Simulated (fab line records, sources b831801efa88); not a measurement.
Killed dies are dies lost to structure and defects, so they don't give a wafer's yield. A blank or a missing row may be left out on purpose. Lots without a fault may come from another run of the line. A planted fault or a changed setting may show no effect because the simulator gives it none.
A struck lot beside a sound one | flow sky130 | 43 steps out of a route of 708
Sound: wafers L131.1, L131.2, L131.4. Struck: wafers L145.2, L145.3, L145.5. The cause comes at the end.
At each step with rows: each side's tool, then ch and its chambers, then its first start. Under that, the readings that differ: sound wafers | struck wafers | difference of the means | sigmas: that difference in standard deviations of wafers without a fault.
alike: readings whose means differ by less than 2 such deviations, and words and numbers that are the same on both sides. not compared: withheld readings, readings that some wafer has no value for, bounds like >300 that may hide the same value, and numbers for which the record gives no deviation and whose values overlap.
The two part at a step that has a row with sigmas, a row that says differs or no value, or rows on one side only. Numbers that don't overlap but have no deviation are shown without sigmas and don't part them. A reading that every wafer of one side lacks parts them only if that side has two wafers or more.

first, 3 steps without rows for these wafers: SKY_VIA2_EXPOSE_09 (exposes mask VIM2, target cd 200 nm); SKY_VIA2_PEB_10; SKY_VIA2_DEVELOP_11 (develop time 60 s).
SKY_VIA2_CD_MEAS_12: target cd 200 nm.
  sound on cd_sem-01, day 36 00:10; struck on cd_sem-02, day 40 19:44
  alike: cd_nm
SKY_VIA2_OVL_MEAS_13:
  sound on overlay-02, day 36 00:17; struck on overlay-01, day 40 19:50
  alike: VIA2_OVL
then, 1 step without rows for these wafers: SKY_VIA2_ETCH_14 (etches BARC in N2/H2, stops on SiO2, time 45.9 s, target depth 60 nm).
SKY_VIA2_ETCH_15: etches SiO2 in C4F8/O2/Ar, stops on TiN, target depth 546 nm, time 84 s.
  sound on rie_diel-04 ch 0,1,3, day 36 00:22; struck on rie_diel-03 ch 1,2, day 40 19:55
  alike: oes_product_au
  not compared: rf_hours_counter_h
then, 4 steps without rows for these wafers: SKY_VIA2_STRIP_16 (strips in O2/N2); SKY_VIA2_STRIP_17 (strips in post etch residue remover, time 1200 s); SKY_VIA2_CLEAN_18 (cleans in IPA, time 180 s); SKY_VIA2_CLEAN_19 (cleans in O3/DIW).
SKY_VIA2_SPUTTER_20: material TiN, target thk 20 nm, time 80 s.
  sound on pvd_sputter-04, day 36 01:01; struck on pvd_sputter-04, day 40 20:34
  alike: throttle_valve_pct
SKY_VIA2_CVD_21: deposits W, target thk 420 nm, time 126.4 s.
  sound on cvd_w-01 ch 0,1, day 36 01:05; struck on cvd_w-01 ch 0,1, day 40 20:38
  alike: heater_power_w
SKY_VIA2_RS_MEAS_22: measures by four-point-probe.
  sound on film_metro-04, day 36 01:13; struck on film_metro-04, day 40 20:47
  alike: VIA2_W_RS
SKY_VIA2_THK_MEAS_23: measures by xrf.
  sound on film_metro-04, day 36 01:20; struck on film_metro-04, day 40 20:53
  alike: VIA2_W_THK
then, 2 steps without rows for these wafers: SKY_VIA2_CMP_24 (polishes, stops on SiO2, t overpolish 20 s, target thk 0 nm); SKY_METAL3_SPUTTER_00 (material Ti, target thk 15 nm, time 10 s).
SKY_METAL3_SPUTTER_01: material TiN, target thk 20 nm, time 16.7 s.
  sound on pvd_sputter-03, day 36 01:43; struck on pvd_sputter-01, day 40 21:16
  alike: throttle_valve_pct
SKY_METAL3_SPUTTER_02: material AlCu, target thk 735 nm, time 39.1 s.
  sound on pvd_sputter-03, day 36 01:44; struck on pvd_sputter-01, day 40 21:17
  alike: throttle_valve_pct
then, 1 step without rows for these wafers: SKY_METAL3_SPUTTER_03 (material Ti, target thk 5 nm, time 3.3 s).
SKY_METAL3_SPUTTER_04: material TiN, target thk 70 nm, time 58.3 s.
  sound on pvd_sputter-03, day 36 01:48; struck on pvd_sputter-01, day 40 21:21
  alike: throttle_valve_pct
then, 1 step without rows for these wafers: SKY_CAPM_CVD_00 (deposits SiO2, target thk 15.5 nm).
SKY_CAPM_THK_MEAS_01:
  sound on film_metro-01, day 36 01:52; struck on film_metro-03, day 40 21:26
  alike: CAPM_CVD_00_THK
then, 1 step without rows for these wafers: SKY_CAPM_SPUTTER_02 (material TiN, target thk 200 nm, time 166.7 s).
SKY_CAPM_RS_MEAS_03: measures by four-point-probe.
  sound on film_metro-02, day 36 02:02; struck on film_metro-01, day 40 21:37
  alike: CAPM_TIN_RS
SKY_CAPM_THK_MEAS_04: measures by xrf.
  sound on film_metro-02, day 36 02:10; struck on film_metro-01, day 40 21:43
  alike: CAPM_TIN_THK
then, 7 steps without rows for these wafers: SKY_CAPM_DEHYDRATE_05 (time 60 s); SKY_CAPM_HMDS_06 (prime time 60 s); SKY_CAPM_COAT_07 (resist thk 1140 nm); SKY_CAPM_SOFTBAKE_08 (time 60 s); SKY_CAPM_EXPOSE_09 (exposes mask CAPM, target cd 1000 nm); SKY_CAPM_PEB_10; SKY_CAPM_DEVELOP_11 (develop time 60 s).
SKY_CAPM_OVL_MEAS_12:
  sound on overlay-02, day 37 02:56; struck on overlay-01, day 41 21:39
  alike: CAPM_OVL
then, 8 steps without rows for these wafers: SKY_CAPM_METAL_ETCH_13 (etches TiN in Cl2/BCl3, stops on SiO2, target depth 220 nm, time 62.9 s); SKY_CAPM_STRIP_14 (strips in O2/N2); SKY_CAPM_STRIP_15 (strips in post etch residue remover, time 1200 s); SKY_CAPM_CLEAN_16 (cleans in IPA, time 180 s); SKY_CAPM_CLEAN_17 (cleans in O3/DIW); SKY_METAL3_DEHYDRATE_05 (time 60 s); SKY_METAL3_HMDS_06 (prime time 60 s); SKY_METAL3_COAT_07 (resist thk 60 nm).
-- the record jumps here: 7 days lie between the struck wafers' starts before and after (it left off in module METAL3 and takes up again in module PAD_OPEN, whose first step shown is number 708 of the route) --
SKY_PAD_OPEN_PROBE_99:
  sound on prober-01, day 45 09:17; struck on prober-02, day 49 03:17
  reading                               | sound            | struck            | difference | sigmas
  killed_at_M0_to_M3                    | 52 43 50         | 86 63 57          | +20        | +3
  sort_bin_3_pad_short (%)              | 1.0 0.4 1.8      | 3.3 1.6 2.0       | +1.2       | +3
  model.etest.tester.sort_n_pass        | 401 405 398      | 361 397 395       | -17        |
  model.etest.tester.sort_yield_pct (%) | 81.5 82.32 80.89 | 73.37 80.69 80.28 | -3.46      |
  alike: defect_limited_yield, killed_at_M4_up, killed_at_contacts, killed_at_front_end, killed_at_other, killed_dies, killed_open, killed_short, sort_bin_5_function, sort_bin_6_memory, sort_n_pass, sort_yield_pct
  not compared: model.etest.tester.sort_bin_5_pct, model.etest.tester.sort_bin_3_pct

WHERE THEY PART
Only at SKY_PAD_OPEN_PROBE_99, within this record.

WHY: what the simulator had put in
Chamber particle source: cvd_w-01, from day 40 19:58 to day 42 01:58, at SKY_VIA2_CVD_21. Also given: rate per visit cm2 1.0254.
